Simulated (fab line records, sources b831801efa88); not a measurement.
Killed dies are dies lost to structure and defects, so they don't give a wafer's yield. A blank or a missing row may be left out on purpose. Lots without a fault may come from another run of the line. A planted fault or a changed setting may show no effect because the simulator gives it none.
Which tool did it? | flow gf180mcu | 14 lots, 42 wafers sampled, at 3 steps of a route of 602

WHAT THE GAUGES READ, wafer by wafer
GF_M3_OVL_MEAS_15.
lot  | measured     | on         | M3_OVL (nm)
L166 | day 20 17:53 | overlay-01 | -1 1 5
L167 | day 21 14:54 | overlay-01 | 6 -1 1
L168 | day 21 15:46 | overlay-01 | -6 -5 -6
L169 | day 21 22:52 | overlay-01 | -13 -7 -14
L170 | day 22 09:13 | overlay-01 | -4 -1 2
L171 | day 24 22:37 | overlay-02 | 6 8 6
L173 | day 25 02:59 | overlay-01 | -1 0 -2
L177 | day 25 10:10 | overlay-02 | -3 0 -11
L180 | day 26 19:28 | overlay-02 | 3 3 -1
L182 | day 27 10:32 | overlay-01 | -4 4 1
L185 | day 28 09:45 | overlay-02 | 5 1 4
L184 | day 28 09:55 | overlay-01 | -1 4 -2
L186 | day 28 18:10 | overlay-01 | 1 6 0
L187 | day 29 05:19 | overlay-02 | -3 1 0

WHICH TOOL RAN EACH LOT (tool, then ch and the chambers of the sampled wafers, then the start)
lot  | GF_M3_SPUTTER_01             | GF_M3_SPUTTER_04
L166 | pvd_sputter-02, day 19 16:28 | pvd_sputter-02, day 19 16:33
L167 | pvd_sputter-01, day 20 14:34 | pvd_sputter-01, day 20 14:38
L168 | pvd_sputter-01, day 20 15:31 | pvd_sputter-01, day 20 15:35
L169 | pvd_sputter-02, day 20 22:44 | pvd_sputter-02, day 20 22:49
L170 | pvd_sputter-02, day 21 08:31 | pvd_sputter-02, day 21 08:35
L171 | pvd_sputter-02, day 24 00:58 | pvd_sputter-02, day 24 01:02
L173 | pvd_sputter-02, day 24 05:53 | pvd_sputter-02, day 24 05:58
L177 | pvd_sputter-01, day 24 13:10 | pvd_sputter-01, day 24 13:14
L180 | pvd_sputter-04, day 25 23:04 | pvd_sputter-04, day 25 23:08
L182 | pvd_sputter-01, day 26 14:38 | pvd_sputter-01, day 26 14:43
L185 | pvd_sputter-02, day 27 14:47 | pvd_sputter-02, day 27 14:52
L184 | pvd_sputter-04, day 27 15:08 | pvd_sputter-04, day 27 15:13
L186 | pvd_sputter-01, day 27 23:24 | pvd_sputter-01, day 27 23:29
L187 | pvd_sputter-02, day 28 10:25 | pvd_sputter-02, day 28 10:30
- GF_M3_SPUTTER_01: material TiN, target thk 30 nm, time 25 s.
- GF_M3_SPUTTER_04: material TiN, target thk 50 nm, time 41.7 s.

WHAT THE TOOLS THEMSELVES READ (means of the sampled wafers that have a number; where no wafer has one, the mark that the record gives instead)
GF_M3_SPUTTER_01.
lot  | tool           | throttle_valve_pct (%)
L166 | pvd_sputter-02 | 29.8
L167 | pvd_sputter-01 | 29.1
L168 | pvd_sputter-01 | 29.4
L169 | pvd_sputter-02 | 30.0
L170 | pvd_sputter-02 | 29.6
L171 | pvd_sputter-02 | 29.5
L173 | pvd_sputter-02 | 29.8
L177 | pvd_sputter-01 | 29.9
L180 | pvd_sputter-04 | 30.1
L182 | pvd_sputter-01 | 29.7
L185 | pvd_sputter-02 | 29.7
L184 | pvd_sputter-04 | 30.1
L186 | pvd_sputter-01 | 29.7
L187 | pvd_sputter-02 | 29.6

GF_M3_SPUTTER_04.
lot  | tool           | throttle_valve_pct (%)
L166 | pvd_sputter-02 | 29.8
L167 | pvd_sputter-01 | 29.1
L168 | pvd_sputter-01 | 29.3
L169 | pvd_sputter-02 | 30.1
L170 | pvd_sputter-02 | 29.7
L171 | pvd_sputter-02 | 29.4
L173 | pvd_sputter-02 | 30.0
L177 | pvd_sputter-01 | 29.8
L180 | pvd_sputter-04 | 30.2
L182 | pvd_sputter-01 | 29.5
L185 | pvd_sputter-02 | 29.8
L184 | pvd_sputter-04 | 30.1
L186 | pvd_sputter-01 | 29.8
L187 | pvd_sputter-02 | 29.4

THE ANSWER, worked out from the rows above alone
Rule: what is usual is taken from the lots themselves. Put in order of their means at a reading, lots are off if they are a third of the lots or fewer, leave a main group of 4 or more, and stand apart from it by a gap of 3 or more times the standard deviation of the main group's means; of several such gaps the widest counts. A main group whose means are all the same, to the digits that the tables above print for the reading, isn't used. A lot without any number at a reading at which 4 lots or more have one is off too. The other lots that the step has rows for count as sound. The gauges are gone through in route order, then the tools' own readings, and for those a lot's mean is taken as printed above. The first step at which some lot is off is used, and at that step the reading that is off furthest; a lot without a number counts as furthest.
No lot is off at any reading shown: from this, nothing can be told.

WHAT THE SIMULATOR HAD PUT IN
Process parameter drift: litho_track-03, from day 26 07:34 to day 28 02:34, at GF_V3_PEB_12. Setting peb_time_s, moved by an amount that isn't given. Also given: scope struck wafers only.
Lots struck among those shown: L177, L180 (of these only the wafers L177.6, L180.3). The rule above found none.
